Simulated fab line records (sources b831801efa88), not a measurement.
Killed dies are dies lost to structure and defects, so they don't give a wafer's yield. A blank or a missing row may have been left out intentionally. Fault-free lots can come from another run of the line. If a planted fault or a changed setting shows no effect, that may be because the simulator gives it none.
Which tool did it? / flow gf180mcu / 15 lots (45 wafers sampled), 1 step of a 602-step route

WHAT EACH GAUGE READ, for each wafer
No reading from a measuring or inspecting step in the record can be judged against a usual standard deviation.

EACH LOT AND THE TOOL THAT RAN IT (in order: tool; ch and the chambers of the sampled wafers; start)
lot=L649; GF_M4_PEB_12=litho track-04 ch 0, day 23 19:42
lot=L651; GF_M4_PEB_12=litho track-03 ch 0, day 24 13:45
lot=L652; GF_M4_PEB_12=litho track-04 ch 0, day 24 16:35
lot=L654; GF_M4_PEB_12=litho track-02 ch 0, day 25 11:23
lot=L653; GF_M4_PEB_12=litho track-04 ch 0, day 25 20:50
lot=L656; GF_M4_PEB_12=litho track-03 ch 0, day 26 03:02
lot=L657; GF_M4_PEB_12=litho track-02 ch 0, day 26 09:02
lot=L658; GF_M4_PEB_12=litho track-02 ch 0, day 26 21:20
lot=L661; GF_M4_PEB_12=litho track-04, day 27 18:13
lot=L662; GF_M4_PEB_12=litho track-02, day 28 03:56
lot=L663; GF_M4_PEB_12=litho track-04, day 28 06:31
lot=L668; GF_M4_PEB_12=litho track-04 ch 0, day 29 19:23
lot=L669; GF_M4_PEB_12=litho track-03 ch 0, day 29 21:21
lot=L670; GF_M4_PEB_12=litho track-04 ch 0, day 30 06:35
lot=L671; GF_M4_PEB_12=litho track-02 ch 0, day 30 17:23
- GF_M4_PEB_12: peb time 90 s.

AS READ BY THE TOOLS THEMSELVES (means over the sampled wafers that have a number; for cases with no such wafer, the mark the record gives instead)
GF_M4_PEB_12. Usual: chill plate temp C 23.03 C, standard deviation 0.098; exhaust pa 44.8 Pa, standard deviation 0.93.
lot=L649; tool=litho track-04; chill plate temp C (C)=23.22; exhaust pa (Pa)=44.9; flag=
lot=L651; tool=litho track-03; chill plate temp C (C)=22.98; exhaust pa (Pa)=43.7; flag=
lot=L652; tool=litho track-04; chill plate temp C (C)=23.05; exhaust pa (Pa)=44.8; flag=
lot=L654; tool=litho track-02; chill plate temp C (C)=23.12; exhaust pa (Pa)=43.5; flag=
lot=L653; tool=litho track-04; chill plate temp C (C)=23.04; exhaust pa (Pa)=44.7; flag=
lot=L656; tool=litho track-03; chill plate temp C (C)=23.13; exhaust pa (Pa)=45.6; flag=
lot=L657; tool=litho track-02; chill plate temp C (C)=23.05; exhaust pa (Pa)=45.0; flag=
lot=L658; tool=litho track-02; chill plate temp C (C)=23.10; exhaust pa (Pa)=45.2; flag=
lot=L661; tool=litho track-04; chill plate temp C (C)=-; exhaust pa (Pa)=-; flag=OFF
lot=L662; tool=litho track-02; chill plate temp C (C)=-; exhaust pa (Pa)=-; flag=OFF
lot=L663; tool=litho track-04; chill plate temp C (C)=-; exhaust pa (Pa)=-; flag=OFF
lot=L668; tool=litho track-04; chill plate temp C (C)=23.07; exhaust pa (Pa)=44.6; flag=
lot=L669; tool=litho track-03; chill plate temp C (C)=22.96; exhaust pa (Pa)=44.9; flag=
lot=L670; tool=litho track-04; chill plate temp C (C)=23.00; exhaust pa (Pa)=44.5; flag=
lot=L671; tool=litho track-02; chill plate temp C (C)=23.03; exhaust pa (Pa)=44.8; flag=

THE ANSWER, worked out from the rows above alone
Rule: a lot counts as off when the mean over its wafers that have a number is more than 3 standard deviations away from the usual mean. Also off: a lot with no number at a reading for which 4 or more lots have one. The other lots that the step has rows for count as sound. After the gauges, taken in route order, come the tools' own readings; for these a lot's mean is taken, as printed above. At the first step where some lot is off, the reading lying furthest off is the one used; lots without a number count as furthest.
Off: L661, L662, L663 (GF_M4_PEB_12, chill plate temp C). Without a number there: L661, L662, L663.
If a tool, at that step or one of the process steps before it, ran each lot that is off and ran no sound lot following the first of them, it fits. No candidate that was tried fits.

WHAT THE SIMULATOR HAD PUT IN
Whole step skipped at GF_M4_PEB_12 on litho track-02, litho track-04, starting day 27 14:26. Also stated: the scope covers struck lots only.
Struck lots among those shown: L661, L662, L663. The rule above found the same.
